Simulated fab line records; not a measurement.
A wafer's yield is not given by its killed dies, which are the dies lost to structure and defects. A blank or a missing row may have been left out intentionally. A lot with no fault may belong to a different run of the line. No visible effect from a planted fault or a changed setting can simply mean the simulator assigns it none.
Comparing a struck lot with a sound one :: flow sky130 :: 24 out of 708 route steps
Sound: these wafers, L832.2, L832.5, L832.6. Struck: wafer L821.6 (L821.4, L821.5, from the same lot, were not struck and are left out); the cause is given at the end.
Each step with rows lists, per side, the tool, then ch with its chambers, then its first start. Under that, the readings that differ: sound wafers :: struck wafers :: difference of the means :: sigmas: that difference in standard deviations of wafers without a fault.
alike: a reading whose means differ by less than 2 such deviations, as well as words and numbers matching on both sides. not compared: withheld readings; readings where some wafer has no value; bounds like >300 that might hide an equal value; numbers whose values overlap and for which the record gives no deviation.
The two part at a step that has a row with sigmas, a row that says differs or no value, or rows on one side only. When numbers do not overlap yet have no deviation, they are printed without sigmas and do not part them. Lack of a reading on every wafer of one side parts them only where that side has two or more wafers.

SKY_VIA1_CMP_02: polishes SiO2.
  sound on cmp-02 ch 0,1, day 37 16:58; struck on cmp-01 ch 1, day 34 04:58
  alike: motor current A, platen rpm
SKY_VIA1_BOW_MEAS_03:
  struck on film metro-02, day 34 05:19; sound on film metro-04, day 37 17:14
  alike: VIA1_BOW
then, 8 steps without rows for these wafers: SKY_VIA1_DEHYDRATE_04 (time 60 s); SKY_VIA1_HMDS_05 (prime time 60 s); SKY_VIA1_COAT_06 (resist thk 60 nm); SKY_VIA1_COAT_07 (resist thk 450 nm); SKY_VIA1_SOFTBAKE_08 (time 90 s); SKY_VIA1_EXPOSE_09 (exposes mask VIM, target cd 150 nm); SKY_VIA1_PEB_10; SKY_VIA1_DEVELOP_11 (develop time 60 s).
SKY_VIA1_CD_MEAS_12: the cd target is 150 nm.
  struck on cd sem-01, day 35 06:56; sound on cd sem-02, day 38 18:26
  alike: cd nm
SKY_VIA1_OVL_MEAS_13:
  struck on overlay-02, day 35 07:01; sound on overlay-01, day 38 18:32
  alike: VIA1_OVL
SKY_VIA1_ETCH_14: etches BARC in N2/H2, stops on SiO2, time 45.9 s, target depth 60 nm.
  sound on rie diel-03 ch 2,3, day 38 18:34; struck on rie diel-01 ch 0, day 35 07:02
reading: oes product au (a.u.)
sound: 0.848 0.864 0.856
struck: 0.974
difference: +0.118
sigmas: +26

reading: run length s (s)
sound: 74.4 74.5 73.7
struck: 51.3
difference: -22.9
sigmas: -47

reading: model.etch.depth nm (nm)
sound: 59.83 59.91 60
struck: 36.69
difference: -23.22
sigmas: 

reading: model.KrF-thick_of_VIA1_COAT_07.thk nm (nm)
sound: 393.3 393.6 394.1
struck: 418.2
difference: +24.5
sigmas: 

reading: model.VIA1.cd nm (nm)
sound: 151.7 152 149.7
struck: 147
difference: -4
sigmas: 
  alike: drypump motor current A, h2 flow sccm, throttle valve pct
  not compared: rf hours counter h
SKY_VIA1_ETCH_15: etches SiO2 in C4F8/O2/Ar, stops on TiN, target depth 351 nm, time 54 s.
  sound on rie diel-03 ch 2,3, day 38 18:37; struck on rie diel-01 ch 0, day 35 07:05
reading: oes product au (a.u.)
sound: 0.976 0.972 0.970
struck: 0.379
difference: -0.594
sigmas: -82

reading: run length s (s)
sound: 82.4 82.6 81.4
struck: 83.5
difference: +1.4
sigmas: +3

reading: model.KrF-thick_of_VIA1_COAT_07.thk nm (nm)
sound: 324.5 324.6 325.8
struck: 350.7
difference: +25.7
sigmas: 
  not compared: rf hours counter h
SKY_VIA1_STRIP_16: strips in O2/N2.
  sound on plasma asher-04 ch 0,1, day 38 18:40; struck on plasma asher-03 ch 0, day 35 07:10
reading: o2 flow sccm (sccm)
sound: 2997 2993 2992
struck: 3018
difference: +24
sigmas: +2

reading: strip time to endpoint s (s)
sound: 4.490 4.483 4.493
struck: 4.746
difference: +0.257
sigmas: +10
  alike: drypump motor current A, oes product au
  not compared: rf hours counter h
then, 3 steps without rows for these wafers: SKY_VIA1_STRIP_17 (strips in post etch residue remover, time 1200 s); SKY_VIA1_CLEAN_18 (cleans in IPA, time 180 s); SKY_VIA1_CLEAN_19 (cleans in O3/DIW).
SKY_VIA1_SPUTTER_20: material TiN, target thk 20 nm, time 80 s.
  struck on pvd sputter-01, day 35 07:43; sound on pvd sputter-04, day 38 19:17
reading: throttle valve pct (%)
sound: 30.1 30.0 28.2
struck: 33.2
difference: +3.8
sigmas: +3
SKY_VIA1_CVD_21: deposits W, target thk 270 nm, time 80.902 s.
  sound on cvd w-02 ch 0,1, day 38 19:20; struck on cvd w-01 ch 1, day 35 07:49
  alike: heater power w
SKY_VIA1_CMP_24: polishes, stops on SiO2, t overpolish 15 s, target thk 0 nm.
  sound on cmp-02 ch 0,1,3, day 38 19:46; struck on cmp-01 ch 2, day 35 08:06
  alike: motor current A, platen rpm
SKY_METAL2_SPUTTER_00: material Ti, target thk 15 nm, time 10 s.
  sound wafers here have rows in the record (pvd sputter-02, day 38 19:55); struck ones have none
SKY_METAL2_SPUTTER_01: material TiN, target thk 20 nm, time 16.7 s.
  sound wafers here have rows in the record (pvd sputter-02, day 38 19:56); struck ones have none
SKY_METAL2_SPUTTER_02: material AlCu, target thk 250 nm, time 13.76 s.
  sound wafers here have rows in the record (pvd sputter-02, day 38 19:58); struck ones have none

## WHERE THEY PART
Last at SKY_METAL2_SPUTTER_02 as far as this record goes, first at SKY_VIA1_ETCH_14.

WHY: whatever the simulator had introduced
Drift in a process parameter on rie diel-01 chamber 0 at SKY_VIA1_ETCH_14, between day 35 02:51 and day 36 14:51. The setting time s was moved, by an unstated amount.
